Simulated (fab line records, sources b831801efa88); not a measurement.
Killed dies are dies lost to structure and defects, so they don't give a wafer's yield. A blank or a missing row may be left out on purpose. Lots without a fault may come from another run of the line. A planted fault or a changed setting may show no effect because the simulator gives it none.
Chamber matching | flow gf180mcu | GF_PASSIVATION_CVD_02 on pecvd-02: 3 sister chambers
The step deposits Si3N4, target thk 700 nm, time 486.18 s. 3 wafers are shown with their chamber, then 7 later ones without.

WAFERS WITH THEIR CHAMBER
wafer  | chamber | heater_power_outer_w (W)
L713.2 | 0       | 254
L716.2 | 2       | 516
L716.3 | 1       | 466

WAFERS WITHOUT THEIR CHAMBER
wafer  | heater_power_outer_w (W)
L716.5 | 349
L719.2 | 419
L719.3 | 320
L719.6 | 343
L720.1 | 439
L720.2 | 276
L720.5 | 485

WHICH CHAMBER EACH WENT THROUGH
wafer  | from the rows above          | in truth
L716.5 | can't be placed: 0 or 1 or 2 | 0
L719.2 | can't be placed: 1 or 2 or 0 | 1
L719.3 | can't be placed: 0 or 1      | 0
L719.6 | can't be placed: 0 or 1 or 2 | 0
L720.1 | can't be placed: 1 or 2      | 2
L720.2 | 0                            | 0
L720.5 | can't be placed: 1 or 2      | 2
Placed correctly: 1 of 7. Can't be placed from these rows: 6 (the true chamber is among the candidates in 6). Placed wrongly: 0.
How it was worked out, from the rows above alone: a wafer's distance from a chamber is the root of the sum, over the readings, of the square of ((its reading less the chamber's mean) divided by the reading's scatter). The wafer belongs to the nearest chamber; if the next one is less than 2 further off, it can't be placed. A chamber's mean is the mean of its shown wafers. The scatter: with one shown wafer a chamber, the root of the mean of the squares of how far each hidden wafer lies from its nearest shown one.
